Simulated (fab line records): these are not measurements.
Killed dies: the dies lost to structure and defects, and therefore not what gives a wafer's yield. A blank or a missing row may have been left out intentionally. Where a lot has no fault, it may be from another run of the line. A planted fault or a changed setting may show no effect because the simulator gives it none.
fab line records / flow sky130
record lots=6 wafers=18 last_day=50
route steps=708 shown METAL2@506 VIA2@507
lots with no fault: from the same line, run without faults
start_h: hours from the record's first day to the start of the lot's first wafer shown / wait_h: hours from the lot's prior step to this one / " repeats the value in the row above / L1.1+2: a row that stands for several wafers / - no value, or no start was given / * or withheld: withheld / < > ~ a bound
route shown NAME@n: a module of which the file shows steps, and the number in the route of the first / usual: average and standard deviation across the fault-free wafers / same: alike in all rows / chamber/n: place in a boat / sites: each site's reading / _std_site: standard deviation across them / _edge_site: the outer-site mean with the inner-site mean subtracted / radius_mm: how far each site lies from the wafer's centre / mask NAME#n: copy n / behind: the tool/chamber that last shaped the wafer / hold: reason for holding the lot/hours on hold/outcome of the hold / device: which transistor (n, p or np) failed to switch / end of line: the route-end tests of the same wafers / a step given without rows: its recipe and nothing more / killed: dies lost to structure and defects at the first sort, not the wafer's yield / map: per-die view of a wafer (x killed, . not killed, _ where there is no die)
set.NAME: setting as actually run; set.NAME@STEP: the setting as run at that earlier step / model.NAME: the simulator's own value behind a step, which no gauge read
lots at selected steps of the route; one table per step, one row per wafer
services: a tool's chamber out of use, with start hour (start_h, from the record's first day; less than 0 if before it), hours out, and reason
## steps
# step SKY_METAL2_CLEAN_23
# recipe chemistry=O3/DIW dry=n2_spin
# step SKY_VIA2_HDPCVD_00
# recipe material=SiO2 target_thk_nm=1180 sigma_open_frac=0.3 time_s=196.7 temp_c=400 sih4_flow_sccm=60 pressure_mtorr=6
# step SKY_VIA2_THK_MEAS_01
# recipe reads=SiO2_of_VIA2_HDPCVD_00
# usual VIA2_HDPCVD_THK=1183/12
lot.wafer=L894.1 tool=film_metro-03 chamber=- start_h=834.34 wait_h=0.1 VIA2_HDPCVD_THK[nm]=1190
lot.wafer=L894.4 tool=film_metro-03 chamber=- start_h=834.34 wait_h=0.1 VIA2_HDPCVD_THK[nm]=1181
lot.wafer=L894.5 tool=film_metro-03 chamber=- start_h=834.34 wait_h=0.1 VIA2_HDPCVD_THK[nm]=1167
lot.wafer=L897.1 tool=film_metro-03 chamber=- start_h=863.62 wait_h=0.1 VIA2_HDPCVD_THK[nm]=1195
lot.wafer=L897.3 tool=film_metro-03 chamber=- start_h=863.62 wait_h=0.1 VIA2_HDPCVD_THK[nm]=1196
lot.wafer=L897.5 tool=film_metro-03 chamber=- start_h=863.62 wait_h=0.1 VIA2_HDPCVD_THK[nm]=1206
lot.wafer=L903.1 tool=film_metro-01 chamber=- start_h=921.25 wait_h=0.1 VIA2_HDPCVD_THK[nm]=1182
lot.wafer=L903.3 tool=film_metro-01 chamber=- start_h=921.25 wait_h=0.1 VIA2_HDPCVD_THK[nm]=1203
lot.wafer=L903.5 tool=film_metro-01 chamber=- start_h=921.25 wait_h=0.1 VIA2_HDPCVD_THK[nm]=1181
lot.wafer=L904.4 tool=film_metro-02 chamber=- start_h=936.93 wait_h=0.0 VIA2_HDPCVD_THK[nm]=1181
lot.wafer=L904.5 tool=film_metro-02 chamber=- start_h=936.93 wait_h=0.0 VIA2_HDPCVD_THK[nm]=1183
lot.wafer=L904.6 tool=film_metro-02 chamber=- start_h=936.93 wait_h=0.0 VIA2_HDPCVD_THK[nm]=1205
lot.wafer=L907.2 tool=film_metro-03 chamber=- start_h=953.45 wait_h=0.1 VIA2_HDPCVD_THK[nm]=1183
lot.wafer=L907.3 tool=film_metro-03 chamber=- start_h=953.45 wait_h=0.1 VIA2_HDPCVD_THK[nm]=1188
lot.wafer=L907.6 tool=film_metro-03 chamber=- start_h=953.45 wait_h=0.1 VIA2_HDPCVD_THK[nm]=1188
lot.wafer=L914.3 tool=film_metro-01 chamber=- start_h=1000.71 wait_h=0.1 VIA2_HDPCVD_THK[nm]=1180
lot.wafer=L914.4 tool=film_metro-01 chamber=- start_h=1000.71 wait_h=0.1 VIA2_HDPCVD_THK[nm]=1177
lot.wafer=L914.6 tool=film_metro-01 chamber=- start_h=1000.71 wait_h=0.1 VIA2_HDPCVD_THK[nm]=1183
# step SKY_VIA2_CMP_02
# recipe material=SiO2 down_force_psi=4 platen_rpm=60 pad_velocity_m_s=0.94248
# usual motor_current_A=12.2/1.2
lot.wafer=L894.4 tool=cmp-02 chamber=1 start_h=834.40 wait_h=0.0 motor_current_A=11.0
lot.wafer=L894.1 tool=cmp-02 chamber=0 start_h=834.40 wait_h=0.0 motor_current_A=13.3
lot.wafer=L894.5 tool=cmp-02 chamber=1 start_h=834.40 wait_h=0.0 motor_current_A=10.5
lot.wafer=L897.3 tool=cmp-02 chamber=3 start_h=863.68 wait_h=0.0 motor_current_A=10.2
lot.wafer=L897.1 tool=cmp-02 chamber=0 start_h=863.68 wait_h=0.0 motor_current_A=13.6
lot.wafer=L897.5 tool=cmp-02 chamber=0 start_h=863.68 wait_h=0.0 motor_current_A=12.9
lot.wafer=L903.1 tool=cmp-02 chamber=1 start_h=921.31 wait_h=0.1 motor_current_A=10.7
lot.wafer=L903.3 tool=cmp-02 chamber=2 start_h=921.31 wait_h=0.1 motor_current_A=13.0
lot.wafer=L903.5 tool=cmp-02 chamber=1 start_h=921.31 wait_h=0.1 motor_current_A=10.7
lot.wafer=L904.4 tool=cmp-02 chamber=0 start_h=937.06 wait_h=0.1 motor_current_A=13.6
lot.wafer=L904.6 tool=cmp-02 chamber=2 start_h=937.06 wait_h=0.1 motor_current_A=12.9
lot.wafer=L904.5 tool=cmp-02 chamber=3 start_h=937.06 wait_h=0.1 motor_current_A=10.8
lot.wafer=L907.2 tool=cmp-01 chamber=1 start_h=953.50 wait_h=0.0 motor_current_A=13.1
lot.wafer=L907.3 tool=cmp-01 chamber=0 start_h=953.50 wait_h=0.0 motor_current_A=12.2
lot.wafer=L907.6 tool=cmp-01 chamber=1 start_h=953.50 wait_h=0.0 motor_current_A=13.1
lot.wafer=L914.4 tool=cmp-02 chamber=3 start_h=1000.75 wait_h=0.0 motor_current_A=10.5
lot.wafer=L914.3 tool=cmp-02 chamber=1 start_h=1000.75 wait_h=0.0 motor_current_A=11.1
lot.wafer=L914.6 tool=cmp-02 chamber=0 start_h=1000.75 wait_h=0.0 motor_current_A=13.6
# step SKY_VIA2_BOW_MEAS_03
# recipe mode=bow
# usual VIA2_BOW=86/7
lot.wafer=L894.1 tool=film_metro-02 chamber=- start_h=834.70 wait_h=0.1 VIA2_BOW[um]=86
lot.wafer=L894.4 tool=film_metro-02 chamber=- start_h=834.70 wait_h=0.1 VIA2_BOW[um]=88
lot.wafer=L894.5 tool=film_metro-02 chamber=- start_h=834.70 wait_h=0.1 VIA2_BOW[um]=87
lot.wafer=L897.1 tool=film_metro-01 chamber=- start_h=863.98 wait_h=0.2 VIA2_BOW[um]=77
lot.wafer=L897.3 tool=film_metro-01 chamber=- start_h=863.98 wait_h=0.2 VIA2_BOW[um]=81
lot.wafer=L897.5 tool=film_metro-01 chamber=- start_h=863.98 wait_h=0.2 VIA2_BOW[um]=78
lot.wafer=L903.1 tool=film_metro-01 chamber=- start_h=921.61 wait_h=0.2 VIA2_BOW[um]=77
lot.wafer=L903.3 tool=film_metro-01 chamber=- start_h=921.61 wait_h=0.2 VIA2_BOW[um]=88
lot.wafer=L903.5 tool=film_metro-01 chamber=- start_h=921.61 wait_h=0.2 VIA2_BOW[um]=95
lot.wafer=L904.4 tool=film_metro-03 chamber=- start_h=937.32 wait_h=0.2 VIA2_BOW[um]=97
lot.wafer=L904.5 tool=film_metro-03 chamber=- start_h=937.32 wait_h=0.2 VIA2_BOW[um]=98
lot.wafer=L904.6 tool=film_metro-03 chamber=- start_h=937.32 wait_h=0.2 VIA2_BOW[um]=84
lot.wafer=L907.2 tool=film_metro-03 chamber=- start_h=953.82 wait_h=0.3 VIA2_BOW[um]=92
lot.wafer=L907.3 tool=film_metro-03 chamber=- start_h=953.82 wait_h=0.3 VIA2_BOW[um]=81
lot.wafer=L907.6 tool=film_metro-03 chamber=- start_h=953.82 wait_h=0.3 VIA2_BOW[um]=86
lot.wafer=L914.3 tool=film_metro-01 chamber=- start_h=1001.09 wait_h=0.2 VIA2_BOW[um]=102
lot.wafer=L914.4 tool=film_metro-01 chamber=- start_h=1001.09 wait_h=0.2 VIA2_BOW[um]=86
lot.wafer=L914.6 tool=film_metro-01 chamber=- start_h=1001.09 wait_h=0.2 VIA2_BOW[um]=94
# step SKY_VIA2_DEHYDRATE_04
# recipe temp_c=200 time_s=60
# step SKY_VIA2_HMDS_05
# recipe prime_time_s=60 prime_temp_c=120
# step SKY_VIA2_COAT_06
# recipe resist=BARC temp_c=withheld time_s=withheld spin_rpm=3021 resist_thk_nm=60
# step SKY_VIA2_COAT_07
# recipe resist=KrF-thick spin_rpm=3000 resist_thk_nm=450
# step SKY_VIA2_SOFTBAKE_08
# recipe temp_c=100 time_s=90 resist=KrF-thick
# step SKY_VIA2_EXPOSE_09
# recipe mask_id=VIM2 na=0.8 source_shape=annular sigma_inner=0.55 sigma_outer=0.85 target_cd_nm=200 dose_mj=38
# step SKY_VIA2_PEB_10
# recipe peb_temp_c=withheld peb_time_s=withheld resist=KrF-thick
# step SKY_VIA2_DEVELOP_11
# recipe develop_time_s=60 resist=KrF-thick dev_temp_c=21
# usual chill_plate_temp_C=22.98/0.089 develop_time_s=60/0 resist_line_temp_C=23.02/0.096
lot.wafer=L894.1 tool=litho_track-02 chamber=0 start_h=860 wait_h=- chill_plate_temp_C=23.03 develop_time_s=60 resist_line_temp_C=22.96 model.KrF-thick_of_VIA2_COAT_07.thk_nm=437.4
lot.wafer=L894.4 tool=litho_track-02 chamber=0 start_h=860 wait_h=- chill_plate_temp_C=23.16 develop_time_s=60 resist_line_temp_C=23.07 model.KrF-thick_of_VIA2_COAT_07.thk_nm=438.6
lot.wafer=L894.5 tool=litho_track-02 chamber=0 start_h=860 wait_h=- chill_plate_temp_C=22.80 develop_time_s=60 resist_line_temp_C=22.99 model.KrF-thick_of_VIA2_COAT_07.thk_nm=437.8
lot.wafer=L897.1 tool=litho_track-02 chamber=0 start_h=889 wait_h=- chill_plate_temp_C=22.93 develop_time_s=60 resist_line_temp_C=23.07 model.KrF-thick_of_VIA2_COAT_07.thk_nm=435.4
lot.wafer=L897.3 tool=litho_track-02 chamber=0 start_h=889 wait_h=- chill_plate_temp_C=22.98 develop_time_s=60 resist_line_temp_C=23.13 model.KrF-thick_of_VIA2_COAT_07.thk_nm=434.6
lot.wafer=L897.5 tool=litho_track-02 chamber=0 start_h=889 wait_h=- chill_plate_temp_C=22.99 develop_time_s=60 resist_line_temp_C=23.13 model.KrF-thick_of_VIA2_COAT_07.thk_nm=436.1
lot.wafer=L903.1 tool=litho_track-02 chamber=- start_h=946 wait_h=- chill_plate_temp_C=- develop_time_s=- resist_line_temp_C=- model.KrF-thick_of_VIA2_COAT_07.thk_nm=450.1
lot.wafer=L903.3 tool=litho_track-02 chamber=- start_h=946 wait_h=- chill_plate_temp_C=- develop_time_s=- resist_line_temp_C=- model.KrF-thick_of_VIA2_COAT_07.thk_nm=449.6
lot.wafer=L903.5 tool=litho_track-02 chamber=- start_h=946 wait_h=- chill_plate_temp_C=- develop_time_s=- resist_line_temp_C=- model.KrF-thick_of_VIA2_COAT_07.thk_nm=449.1
lot.wafer=L904.4 tool=litho_track-01 chamber=- start_h=961 wait_h=- chill_plate_temp_C=- develop_time_s=- resist_line_temp_C=- model.KrF-thick_of_VIA2_COAT_07.thk_nm=448.9
lot.wafer=L904.5 tool=litho_track-01 chamber=- start_h=961 wait_h=- chill_plate_temp_C=- develop_time_s=- resist_line_temp_C=- model.KrF-thick_of_VIA2_COAT_07.thk_nm=450.4
lot.wafer=L904.6 tool=litho_track-01 chamber=- start_h=961 wait_h=- chill_plate_temp_C=- develop_time_s=- resist_line_temp_C=- model.KrF-thick_of_VIA2_COAT_07.thk_nm=449.3
lot.wafer=L907.2 tool=litho_track-04 chamber=0 start_h=977 wait_h=- chill_plate_temp_C=23.07 develop_time_s=60 resist_line_temp_C=22.92 model.KrF-thick_of_VIA2_COAT_07.thk_nm=436.9
lot.wafer=L907.3 tool=litho_track-04 chamber=0 start_h=977 wait_h=- chill_plate_temp_C=23.05 develop_time_s=60 resist_line_temp_C=22.92 model.KrF-thick_of_VIA2_COAT_07.thk_nm=436.1
lot.wafer=L907.6 tool=litho_track-04 chamber=0 start_h=977 wait_h=- chill_plate_temp_C=22.87 develop_time_s=60 resist_line_temp_C=22.95 model.KrF-thick_of_VIA2_COAT_07.thk_nm=437.6
lot.wafer=L914.3 tool=litho_track-02 chamber=0 start_h=1023 wait_h=- chill_plate_temp_C=23.01 develop_time_s=60 resist_line_temp_C=23.09 model.KrF-thick_of_VIA2_COAT_07.thk_nm=436.4
lot.wafer=L914.4 tool=litho_track-02 chamber=0 start_h=1023 wait_h=- chill_plate_temp_C=23.06 develop_time_s=60 resist_line_temp_C=22.87 model.KrF-thick_of_VIA2_COAT_07.thk_nm=436.3
lot.wafer=L914.6 tool=litho_track-02 chamber=0 start_h=1023 wait_h=- chill_plate_temp_C=23.04 develop_time_s=60 resist_line_temp_C=23.03 model.KrF-thick_of_VIA2_COAT_07.thk_nm=435.4
# step SKY_VIA2_CD_MEAS_12
# recipe target_cd_nm=200
# usual cd_nm=199.8/1.4
lot.wafer=L894.1 tool=cd_sem-01 chamber=- start_h=860.73 wait_h=- cd_nm=200.6
lot.wafer=L894.4 tool=cd_sem-01 chamber=- start_h=860.73 wait_h=- cd_nm=202.5
lot.wafer=L894.5 tool=cd_sem-01 chamber=- start_h=860.73 wait_h=- cd_nm=200.6
lot.wafer=L897.1 tool=cd_sem-01 chamber=- start_h=889.68 wait_h=- cd_nm=202.3
lot.wafer=L897.3 tool=cd_sem-01 chamber=- start_h=889.68 wait_h=- cd_nm=203.7
lot.wafer=L897.5 tool=cd_sem-01 chamber=- start_h=889.68 wait_h=- cd_nm=202.5
lot.wafer=L903.1 tool=cd_sem-01 chamber=- start_h=946.38 wait_h=- cd_nm=-
lot.wafer=L903.3 tool=cd_sem-01 chamber=- start_h=946.38 wait_h=- cd_nm=-
lot.wafer=L903.5 tool=cd_sem-01 chamber=- start_h=946.38 wait_h=- cd_nm=-
lot.wafer=L904.4 tool=cd_sem-01 chamber=- start_h=961.83 wait_h=- cd_nm=-
lot.wafer=L904.5 tool=cd_sem-01 chamber=- start_h=961.83 wait_h=- cd_nm=-
lot.wafer=L904.6 tool=cd_sem-01 chamber=- start_h=961.83 wait_h=- cd_nm=-
lot.wafer=L907.2 tool=cd_sem-02 chamber=- start_h=977.41 wait_h=- cd_nm=200.2
lot.wafer=L907.3 tool=cd_sem-02 chamber=- start_h=977.41 wait_h=- cd_nm=198.4
lot.wafer=L907.6 tool=cd_sem-02 chamber=- start_h=977.41 wait_h=- cd_nm=199.7
lot.wafer=L914.3 tool=cd_sem-01 chamber=- start_h=1023.87 wait_h=- cd_nm=199.0
lot.wafer=L914.4 tool=cd_sem-01 chamber=- start_h=1023.87 wait_h=- cd_nm=198.9
lot.wafer=L914.6 tool=cd_sem-01 chamber=- start_h=1023.87 wait_h=- cd_nm=197.4
## services
tool=cmp-01 chamber=- start_h=834.46 hours=2.1 kind=repair
tool=cmp-02 chamber=- start_h=842.96 hours=2.3 kind=repair
tool=cmp-02 chamber=- start_h=908.45 hours=4.9 kind=repair
tool=cmp-02 chamber=- start_h=913.36 hours=4.0 kind=pm
tool=cmp-02 chamber=- start_h=917.36 hours=- kind=consumable_replace:conditioner
tool=cmp-02 chamber=- start_h=917.36 hours=- kind=consumable_replace:pad
tool=cmp-01 chamber=- start_h=922.08 hours=0.5 kind=repair
tool=cmp-02 chamber=- start_h=923.62 hours=8.3 kind=pm
tool=cmp-01 chamber=- start_h=1019.40 hours=3.8 kind=repair
## key
first_sign step=SKY_VIA2_DEVELOP_11 reading=tool_record direction=missing
effect none on later readings
model_effect step=SKY_VIA2_DEVELOP_11 value=KrF-thick_of_VIA2_COAT_07.thk_nm without=435.5 struck=449.6
met_at SKY_VIA2_DEVELOP_11
struck_wafers L903.1,L903.3,L903.5,L904.4,L904.5,L904.6
later_rows_left_out L903.1,L903.3,L903.5,L904.4,L904.5,L904.6
sort_left_out L903.1,L903.3,L903.5,L904.4,L904.5,L904.6
onset_between 889 946
fault kind=skipped_step_whole tool=litho_track-01,litho_track-02 chamber=- onset_h=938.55 steps=SKY_VIA2_DEVELOP_11 scope=struck_lots_only
# sort_left_out: the simulated sort isn't trusted on such a fault, so these wafers' sort isn't shown, and their yield isn't known
# later_rows_left_out: the simulator's readings of these wafers behind a module that went badly wrong aren't trusted and aren't shown, but for the sort
